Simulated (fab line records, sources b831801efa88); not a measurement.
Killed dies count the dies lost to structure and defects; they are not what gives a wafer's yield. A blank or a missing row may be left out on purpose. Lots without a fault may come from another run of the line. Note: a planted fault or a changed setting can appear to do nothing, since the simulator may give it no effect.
8D (eight disciplines) problem report, filled in by code :: flow gf180mcu :: the parts of the form that need people (team, actions taken, sign-off) are left out

== 1. WHAT IS WRONG ==
At GF_M4_SPUTTER_01, cathode_dc_power_W averages 6852.5 W over 6 wafers from 2 lots, while fault-free wafers read 6500.0 W, standard deviation 1.2. So: +99 or more standard deviations from the usual mean.
The step: material TiN, target thk 30 nm, time 25 s.
Earliest sighting: wafer L200.2 on pvd_sputter-04 at day 23 17:59. The record has a number at this step for 39 wafers belonging to 13 lots. Rule for "out", or "out of limits": more than 4 standard deviations from the usual mean. The other wafers with a number count as sound.

== 2. WHAT IT IS AND WHAT IT IS NOT ==
question: which readings at this step
is: cathode_dc_power_W
is not: throttle_valve_pct

question: which lots
is: L200, L201
is not: L196, L198, L199, L209, L210, L211, L213, L214, L215, L218, L219

question: which wafers of those lots
is: all that have a number
is not: -

question: read on which tools
is: pvd_sputter-04
is not: pvd_sputter-01, pvd_sputter-02

question: when
is: from day 23 17:59
is not: up to then (9 sound wafers); but 24 sound wafers of L209, L210, L211, L213, L214, L215, L218, L219 came after

== 3. SUSPECTS, AND WHAT RULES EACH OUT ==
Counting: a tool at any process step up to the reading remains a suspect when it ran all the lots that are out and ran no sound lot after the first of those.
- pvd_sputter-04 at GF_M4_SPUTTER_01 (material TiN, target thk 30 nm, time 25 s): ruled out as a lasting fault. Following L200 (day 23 17:59), the first lot on it that is out, the sound lots L209, L211, L218, L219 were run on it.
Left after counting: nothing in the record.

== 4. THE CAUSE (what the simulator had put in) ==
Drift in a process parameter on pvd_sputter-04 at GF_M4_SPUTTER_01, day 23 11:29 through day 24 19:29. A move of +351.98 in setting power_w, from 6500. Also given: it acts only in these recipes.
Counting ruled it out, wrongly.

== 5. THE CHAIN OF EFFECTS, in route order ==
Rows list readings where the struck wafers' mean (over those with a number) sits beyond 3 standard deviations from the usual. Readings are gone through only where the record gives a usual standard deviation; hours: the median, over the lots, of the time from a lot's start at the first step in this table giving one to that lot's start at this step; sigmas: the change measured in usual standard deviations.
hours: 0
step: GF_M4_SPUTTER_01
reading: cathode_dc_power_W
usual: 6500.0 W
on struck wafers: 6852.5
change: +352.5
sigmas: +99 or more
It contains these process steps:
- GF_M4_SPUTTER_01: material TiN, target thk 30 nm, time 25 s.
At these later measuring or inspecting steps, every struck wafer for which the step has a row has a number for every such reading, and none has moved that far: GF_V4_THK_MEAS_03.

== 6. WHAT WOULD HAVE CAUGHT IT SOONER ==
First out-of-limits reading in this record: day 23 17:59, which is 6 hours after fault onset at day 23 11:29.
